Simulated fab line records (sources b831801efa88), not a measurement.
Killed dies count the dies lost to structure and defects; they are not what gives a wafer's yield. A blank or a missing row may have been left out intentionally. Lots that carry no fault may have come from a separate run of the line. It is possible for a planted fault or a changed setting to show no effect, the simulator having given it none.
Which tool was responsible? ; flow gf180mcu ; 72 wafers from 24 lots sampled at 6 of the route's 602 steps

== WHAT EACH GAUGE READ, for each wafer ==
GF_LVPWELL_TW_MEAS_11. Usual: for LVPWELL_TW the level is 567 and the standard deviation is 11.
lot;measured;on;LVPWELL_TW;flag
L074;day 3 23:35;film-metro-02;574 576 574;
L075;day 4 05:09;film-metro-03;550 550 545;
L076;day 4 08:46;film-metro-02;575 579 575;
L077;day 4 17:00;film-metro-02;579 581 581;
L078;day 4 22:48;film-metro-02;578 574 574;
L079;day 5 02:48;film-metro-04;566 569 568;
L080;day 5 06:28;film-metro-04;569 569 567;
L081;day 5 10:05;film-metro-02;569 572 568;
L082;day 5 16:29;film-metro-02;572 574 574;
L083;day 5 23:46;film-metro-02;573 576 572;
L084;day 6 05:41;film-metro-03;556 552 556;
L085;day 6 10:29;film-metro-03;552 554 553;
L087;day 6 20:47;film-metro-02;570 575 573;
L086;day 6 22:23;film-metro-02;572 573 571;
L088;day 7 03:48;film-metro-02;579 576 577;
L089;day 7 08:25;film-metro-03;547 548 542;
L090;day 7 15:29;film-metro-02;574 573 573;
L091;day 7 20:32;film-metro-04;567 568 567;
L092;day 8 01:20;film-metro-03;547 547 547;
L093;day 8 07:25;film-metro-02;575 575 574;
L094;day 8 13:26;film-metro-02;573 572 574;
L095;day 8 19:05;film-metro-03;546 546 548;
L096;day 8 23:36;film-metro-02;576 574 576;
L097;day 9 08:44;film-metro-04;571 566 570;

GF_VT_IMPLANT_TW_MEAS_32. Usual: for VT_IMPLANT_3_TW the level is 266 and the standard deviation is 3.8.
lot;measured;on;VT_IMPLANT_3_TW;flag
L074;day 7 00:41;film-metro-01;265 266 266;
L075;day 7 06:23;film-metro-01;264 265 265;
L076;day 7 09:14;film-metro-01;264 264 265;
L077;day 7 20:59;film-metro-03;260 261 262;
L078;day 8 01:28;film-metro-03;264 263 262;
L079;day 8 08:43;film-metro-04;273 274 272;
L080;day 8 11:14;film-metro-04;272 274 273;
L081;day 8 16:38;film-metro-03;262 265 262;
L082;day 9 01:22;film-metro-03;263 263 263;
L083;day 9 09:19;film-metro-04;274 275 273;
L084;day 9 13:01;film-metro-03;263 263 263;
L085;day 9 20:47;film-metro-03;264 263 264;
L087;day 10 07:49;film-metro-03;265 266 266;
L086;day 10 09:11;film-metro-01;265 264 266;
L088;day 10 16:30;film-metro-01;266 265 266;
L089;day 10 22:40;film-metro-03;266 265 265;
L090;day 11 05:42;film-metro-04;272 274 271;
L091;day 11 11:40;film-metro-01;266 266 267;
L092;day 11 17:31;film-metro-01;264 264 265;
L093;day 11 23:10;film-metro-03;262 261 261;
L094;day 12 06:46;film-metro-01;265 265 266;
L095;day 12 14:55;film-metro-03;262 263 262;
L096;day 12 18:17;film-metro-01;265 265 265;
L097;day 13 06:10;film-metro-01;263 264 265;

GF_M4_RS_MEAS_05: uses a four-point probe to measure. Usual: for M4_ALCU_RS the level is 0.0698 ohm/sq and the standard deviation is 0.00082.
lot;measured;on;M4_ALCU_RS (ohm/sq);flag
L074;day 22 12:37;film-metro-01;0.0697 0.0699 0.0699;
L075;day 22 20:56;film-metro-03;0.0706 0.0711 0.0710;
L076;day 23 00:34;film-metro-01;0.0696 0.0691 0.0690;
L077;day 23 20:40;film-metro-01;0.0702 0.0702 0.0700;
L078;day 24 04:53;film-metro-03;0.0701 0.0709 0.0701;
L079;day 24 14:17;film-metro-01;0.0696 0.0705 0.0695;
L080;day 24 13:50;film-metro-03;0.0697 0.0691 0.0698;
L081;day 24 20:21;film-metro-01;0.0695 0.0687 0.0698;
L082;day 25 11:33;film-metro-03;0.0696 0.0699 0.0700;
L083;day 25 15:59;film-metro-02;0.0700 0.0694 0.0695;
L084;day 26 01:55;film-metro-01;0.0702 0.0693 0.0700;
L085;day 26 12:31;film-metro-02;0.0689 0.0690 0.0690;
L087;day 26 19:01;film-metro-01;0.0697 0.0697 0.0699;
L086;day 27 07:07;film-metro-02;0.0681 0.0688 0.0689;
L088;day 26 23:46;film-metro-01;0.0698 0.0700 0.0684;
L089;day 27 13:16;film-metro-03;0.0693 0.0700 0.0697;
L090;day 27 22:08;film-metro-02;0.0704 0.0700 0.0716;
L091;day 28 01:46;film-metro-01;0.0692 0.0691 0.0682;
L092;day 28 10:52;film-metro-01;0.0713 0.0725 0.0718;
L093;day 28 15:28;film-metro-01;0.0685 0.0693 0.0703;
L094;day 29 05:15;film-metro-01;0.0695 0.0707 0.0700;
L095;day 29 07:18;film-metro-02;0.0692 0.0691 0.0696;
L096;day 29 08:41;film-metro-01;0.0713 0.0706 0.0719;
L097;day 29 17:42;film-metro-03;0.0691 0.0693 0.0701;

== EACH LOT AND THE TOOL THAT RAN IT (in order: tool; ch and the chambers of the sampled wafers; start) ==
lot;GF_V2_SPUTTER_21;GF_V3_ETCH_16;GF_V3_ETCH_17
L074;pvd-sputter-02, day 20 08:48;rie-diel-04 ch 0,1,3, day 22 10:59;rie-diel-04 ch 0,1,3, day 22 12:37 or earlier
L075;pvd-sputter-04, day 20 17:36;rie-diel-01 ch 1,2,3, day 22 18:55;rie-diel-01 ch 1,2,3, day 22 20:56 or earlier
L076;pvd-sputter-04, day 20 22:37;rie-diel-02 ch 0,1,3, day 22 22:58;rie-diel-02 ch 0,1,3, day 23 00:34 or earlier
L077;pvd-sputter-02, day 21 17:47;rie-diel-02 ch 0,1,3, day 23 18:56;rie-diel-02 ch 0,1,3, day 23 20:40 or earlier
L078;pvd-sputter-02, day 22 03:19;rie-diel-02 ch 0,1, day 24 03:17;rie-diel-02 ch 0,1, day 24 04:53 or earlier
L079;pvd-sputter-03, day 22 12:48;rie-diel-01 ch 0,1,3, day 24 12:41;rie-diel-01 ch 0,1,3, day 24 14:17 or earlier
L080;pvd-sputter-04, day 22 12:27;rie-diel-02 ch 1,2, day 24 12:16;rie-diel-02 ch 1,2, day 24 13:50 or earlier
L081;pvd-sputter-02, day 22 20:04;rie-diel-04 ch 1,2,3, day 24 18:44;rie-diel-04 ch 1,2,3, day 24 20:21 or earlier
L082;pvd-sputter-03, day 23 11:21;rie-diel-04 ch 2,3, day 25 09:56;rie-diel-04 ch 2,3, day 25 11:33 or earlier
L083;pvd-sputter-04, day 23 16:28;rie-diel-02 ch 0,2, day 25 14:25;rie-diel-02 ch 0,2, day 25 15:59 or earlier
L084;pvd-sputter-02, day 24 03:05;rie-diel-01 ch 1,2,3, day 26 00:20;rie-diel-01 ch 1,2,3, day 26 01:55 or earlier
L085;pvd-sputter-04, day 24 14:28;rie-diel-04 ch 0,2, day 26 10:56;rie-diel-04 ch 0,2, day 26 12:31 or earlier
L087;pvd-sputter-04, day 24 21:12;rie-diel-04 ch 0,1,3, day 26 17:26;rie-diel-04 ch 0,1,3, day 26 19:01 or earlier
L086;pvd-sputter-03, day 25 09:39;rie-diel-02 ch 1,2,3, day 27 05:32;rie-diel-02 ch 1,2,3, day 27 07:07 or earlier
L088;pvd-sputter-02, day 25 03:04;rie-diel-02 ch 1,2,3, day 26 22:08;rie-diel-02 ch 1,2,3, day 26 23:46 or earlier
L089;pvd-sputter-03, day 25 15:47;rie-diel-02 ch 1,2,3, day 27 11:41;rie-diel-02 ch 1,2,3, day 27 13:16 or earlier
L090;pvd-sputter-04, day 26 01:21;rie-diel-02 ch 1,3, day 27 20:31;rie-diel-02 ch 1,3, day 27 22:08 or earlier
L091;pvd-sputter-04, day 26 04:40;rie-diel-02 ch 0,1, day 28 00:08;rie-diel-02 ch 0,1, day 28 01:46 or earlier
L092;pvd-sputter-02, day 26 12:01;rie-diel-04 ch 1,2, day 28 07:26;rie-diel-04 ch 1,2, day 28 10:52 or earlier
L093;pvd-sputter-03, day 26 19:37;rie-diel-04 ch 1,3, day 28 13:53;rie-diel-04 ch 1,3, day 28 15:28 or earlier
L094;pvd-sputter-03, day 27 07:01;rie-diel-01 ch 0,1, day 29 03:38;rie-diel-01 ch 0,1, day 29 05:15 or earlier
L095;pvd-sputter-03, day 27 10:21;rie-diel-02 ch 0,1, day 29 05:41;rie-diel-02 ch 0,1, day 29 07:18 or earlier
L096;pvd-sputter-04, day 27 12:36;rie-diel-04 ch 0,1,2, day 29 07:05;rie-diel-04 ch 0,1,2, day 29 08:41 or earlier
L097;pvd-sputter-02, day 27 23:54;rie-diel-04 ch 0,3, day 29 15:59;rie-diel-04 ch 0,3, day 29 17:42 or earlier
- GF_V2_SPUTTER_21: material Ti, target thk 15 nm, time 80.02 s.
- GF_V3_ETCH_16: etches BARC in N2/H2.
- GF_V3_ETCH_17: etches SiO2 in C4F8/O2/Ar, stops on TiN, target depth 635 nm.

== AS READ BY THE TOOLS THEMSELVES (means over the sampled wafers that have a number; for cases with no such wafer, the mark the record gives instead) ==
GF_V2_SPUTTER_21. Usual: throttle-valve-pct at 29.6 %, with a standard deviation of 1.1.
lot;tool;throttle-valve-pct (%);flag
L074;pvd-sputter-02;28.7;
L075;pvd-sputter-04;29.4;
L076;pvd-sputter-04;29.4;
L077;pvd-sputter-02;29.1;
L078;pvd-sputter-02;28.7;
L079;pvd-sputter-03;29.6;
L080;pvd-sputter-04;30.7;
L081;pvd-sputter-02;29.1;
L082;pvd-sputter-03;29.3;
L083;pvd-sputter-04;29.4;
L084;pvd-sputter-02;29.4;
L085;pvd-sputter-04;30.2;
L087;pvd-sputter-04;29.4;
L086;pvd-sputter-03;29.5;
L088;pvd-sputter-02;29.3;
L089;pvd-sputter-03;28.7;
L090;pvd-sputter-04;29.3;
L091;pvd-sputter-04;29.8;
L092;pvd-sputter-02;28.8;
L093;pvd-sputter-03;29.5;
L094;pvd-sputter-03;30.1;
L095;pvd-sputter-03;29.6;
L096;pvd-sputter-04;30.3;
L097;pvd-sputter-02;28.8;

GF_V3_ETCH_16. Usual: drypump-motor-current-A 5.66 A, standard deviation 0.29; n2-flow-sccm 100.03 sccm, standard deviation 0.26; oes-product-au 0.855 a.u., standard deviation 0.0044; throttle-valve-pct 13.225 %, standard deviation 0.009.
lot;tool;drypump-motor-current-A (A);n2-flow-sccm (sccm);oes-product-au (a.u.);throttle-valve-pct (%);flag
L074;rie-diel-04;5.49;100.11;0.857;13.225;
L075;rie-diel-01;5.55;100.10;0.855;13.214;
L076;rie-diel-02;5.79;100.17;0.853;13.222;
L077;rie-diel-02;5.80;99.76;0.856;13.227;
L078;rie-diel-02;5.88;99.94;0.856;13.220;
L079;rie-diel-01;5.40;100.19;0.850;13.218;
L080;rie-diel-02;5.85;100.12;0.854;13.226;
L081;rie-diel-04;5.59;100.03;0.855;13.232;
L082;rie-diel-04;5.59;99.86;0.853;13.224;
L083;rie-diel-02;5.71;100.07;0.851;13.220;
L084;rie-diel-01;5.56;99.97;0.857;13.227;
L085;rie-diel-04;5.71;99.92;0.852;13.219;
L087;rie-diel-04;5.50;100.05;0.854;13.220;
L086;rie-diel-02;5.84;99.87;0.855;13.222;
L088;rie-diel-02;5.83;100.13;0.858;13.232;
L089;rie-diel-02;5.83;100.06;0.854;13.225;
L090;rie-diel-02;5.90;100.07;0.856;13.229;
L091;rie-diel-02;5.79;100.28;0.852;13.229;
L092;rie-diel-04;5.83;100.01;0.854;13.234;
L093;rie-diel-04;5.63;99.76;0.853;13.224;
L094;rie-diel-01;5.17;100.08;0.857;13.218;
L095;rie-diel-02;5.77;100.11;0.856;13.226;
L096;rie-diel-04;5.71;100.13;0.856;13.220;
L097;rie-diel-04;5.37;99.95;0.852;13.225;

GF_V3_ETCH_17. Usual: oes-product-au at 0.856 a.u., with a standard deviation of 0.0048.
lot;tool;oes-product-au (a.u.);flag
L074;rie-diel-04;0.860;
L075;rie-diel-01;0.859;
L076;rie-diel-02;0.853;
L077;rie-diel-02;0.858;
L078;rie-diel-02;0.854;
L079;rie-diel-01;0.854;
L080;rie-diel-02;0.854;
L081;rie-diel-04;0.857;
L082;rie-diel-04;0.850;
L083;rie-diel-02;0.854;
L084;rie-diel-01;0.856;
L085;rie-diel-04;0.850;
L087;rie-diel-04;0.857;
L086;rie-diel-02;0.859;
L088;rie-diel-02;0.860;
L089;rie-diel-02;0.855;
L090;rie-diel-02;0.851;
L091;rie-diel-02;0.857;
L092;rie-diel-04;0.862;
L093;rie-diel-04;0.860;
L094;rie-diel-01;0.855;
L095;rie-diel-02;0.858;
L096;rie-diel-04;0.853;
L097;rie-diel-04;0.856;

== THE ANSWER, worked out from the rows above alone ==
Rule: take the mean of a lot's wafers that have a number; if it is more than 3 standard deviations from the usual mean, the lot is off. Also off: a lot with no number at a reading for which 4 or more lots have one. Where the step has rows for the other lots, those lots are counted as sound. After the gauges, taken in route order, come the tools' own readings; for these a lot's mean is taken, as printed above. The first step at which some lot is off is used, and at that step the reading that is off furthest; a lot without a number counts as furthest.
None of the lots is off at any reading shown; this tells nothing.

== WHAT THE SIMULATOR PUT IN ==
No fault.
